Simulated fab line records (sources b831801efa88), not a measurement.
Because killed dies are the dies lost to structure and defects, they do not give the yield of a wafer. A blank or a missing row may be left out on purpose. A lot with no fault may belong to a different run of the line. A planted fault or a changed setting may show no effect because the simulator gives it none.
Code-filled problem report in 8D (eight disciplines) form	flow sfq line	the parts of the form that need people (team, actions taken, sign-off) are left out

## 1. WHAT WENT WRONG
Wafers without a fault read 70.2 s, standard deviation 0.4; run length s at SFQ_TRILAYER_I6_VIA_BARC_OPEN_VIA_ETCH_235 reads a mean of 73.7 s on 3 wafers belonging to 3 lots. That is +8.7 standard deviations from the usual mean.
The step: etches BARC in O2, target depth 125 nm, time 41.7 s.
The first sign was on wafer L233.3 at day 81 03:48, on rie diel-03. The record holds 42 wafers of 15 lots with a number at this step. Rule for "out", or "out of limits": more than 4 standard deviations from the usual mean. Any other wafer with a number is counted as sound.

## 2. WHAT IT IS; WHAT IT IS NOT
question	is	is not
which readings at this step	run length s, oes product au	drypump motor current A
which lots	L233, L234, L238	L222, L224, L225, L228, L229, L230, L232, L237, L242, L243, L244, L245
which wafers of those lots	L233.3, L234.3, L238.3	L233.4, L234.4, L238.2
read on which tools	rie diel-03	rie diel-02, rie diel-04
when	from day 81 03:48	up to then (22 sound wafers); but 17 sound wafers of L234, L237, L238, L242, L243, L244, L245 came after

## 3. SUSPECTS, AND WHAT RULES EACH OUT
Counting: if a tool at a process step up to the reading ran every lot that is out, it stays a suspect. Sound lots after the first of them don't rule it out here, since some wafers of a struck lot are sound.
- rie diel-03 at SFQ_TRILAYER_I6_VIA_BARC_OPEN_VIA_ETCH_235 (etches BARC in O2, target depth 125 nm, time 41.7 s): kept. Every lot that is out went through it, the first being L233 (day 81 03:48); the last sound lot it ran before that was L229 (day 76 19:27). On those wafers its own readings are out: oes product au, run length s.
Left after counting: rie diel-03 at SFQ_TRILAYER_I6_VIA_BARC_OPEN_VIA_ETCH_235.

## 4. THE CAUSE (what the simulator had put in)
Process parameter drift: rie diel-03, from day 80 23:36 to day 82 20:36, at SFQ_TRILAYER_I6_VIA_BARC_OPEN_VIA_ETCH_235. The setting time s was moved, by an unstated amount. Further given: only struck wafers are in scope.
The count eliminated every tool but this one.

## 5. THE EFFECT CHAIN, in route order
Each row: a reading where the mean over the struck wafers with a number is more than 3 standard deviations away from the usual. Only readings whose record carries a usual standard deviation are examined. hours: median over the lots of the time between each lot's start at the first step of this table that gives one and its start at this step. sigmas: the change, counted in usual standard deviations.
hours	step	reading	usual	on struck wafers	change	sigmas
0	SFQ_TRILAYER_I6_VIA_BARC_OPEN_VIA_ETCH_235	oes product au	0.685 a.u.	0.658	-0.027	-6.2
0	SFQ_TRILAYER_I6_VIA_BARC_OPEN_VIA_ETCH_235	run length s	70.2 s	73.7	+3.5	+8.7
It contains these process steps:
- SFQ_TRILAYER_I6_VIA_BARC_OPEN_VIA_ETCH_235: etches BARC in O2, target depth 125 nm, time 41.7 s.

## 6. HOW IT WOULD HAVE BEEN CAUGHT EARLIER
In this record the first reading out of limits was taken at day 81 03:48, 4 hours after the fault began at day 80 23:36.
